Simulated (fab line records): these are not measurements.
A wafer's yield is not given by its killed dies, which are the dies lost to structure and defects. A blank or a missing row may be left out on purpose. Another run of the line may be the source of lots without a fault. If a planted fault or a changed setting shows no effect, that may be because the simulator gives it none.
Which of the tools did it? -- flow gf180mcu -- Sampling: 12 lots, 36 wafers, 2 of 602 route steps

== WHAT THE GAUGES SHOWED, per wafer ==
GF_M2_OVL_MEAS_15.
lot,measured,on,M2_OVL (nm)
L075,day 19 07:27,overlay-02,-3 -3 -10
L077,day 20 12:45,overlay-02,4 0 4
L079,day 21 06:51,overlay-01,11 8 -2
L081,day 21 14:36,overlay-01,-7 -7 -11
L083,day 22 12:45,overlay-02,-5 -3 0
L085,day 23 05:47,overlay-01,1 0 1
L087,day 24 04:13,overlay-02,-7 -8 -5
L089,day 25 00:15,overlay-02,4 1 11
L091,day 25 12:37,overlay-02,-9 -13 -5
L093,day 26 00:45,overlay-01,1 5 8
L095,day 26 15:29,overlay-01,-11 -3 -13
L097,day 27 03:13,overlay-02,-4 -8 -6

== WHAT TOOL EACH LOT RAN ON (gives the tool, then ch and the chambers of the sampled wafers, and finally the start) ==
lot,GF_V1_SPUTTER_21
L075,"pvd_sputter-04, day 18 06:44"
L077,"pvd_sputter-04, day 19 11:43"
L079,"pvd_sputter-02, day 20 06:03"
L081,"pvd_sputter-04, day 20 14:17"
L083,"pvd_sputter-04, day 21 13:01"
L085,"pvd_sputter-03, day 22 06:17"
L087,"pvd_sputter-03, day 23 04:08"
L089,"pvd_sputter-02, day 24 01:19"
L091,"pvd_sputter-02, day 24 14:31"
L093,"pvd_sputter-04, day 25 02:23"
L095,"pvd_sputter-04, day 25 17:29"
L097,"pvd_sputter-03, day 26 05:54"
- GF_V1_SPUTTER_21: material Ti, target thk 15 nm, time 80.02 s.

== THE ANSWER, worked out from the rows above alone ==
Rule: usual is defined by the lots themselves. Put in order of their means at a reading, lots are off if they are a third of the lots or fewer, leave a main group of 4 or more, and stand apart from it by a gap of 3 or more times the standard deviation of the main group's means; of several such gaps the widest counts. Not used: any main group whose means are identical at the precision the tables above print for the reading. A lot without any number at a reading at which 4 lots or more have one is off too. All remaining lots with rows at the step are treated as sound.
None of the lots is off at any reading shown; this tells nothing.

== WHAT HAD BEEN PUT IN BY THE SIMULATOR ==
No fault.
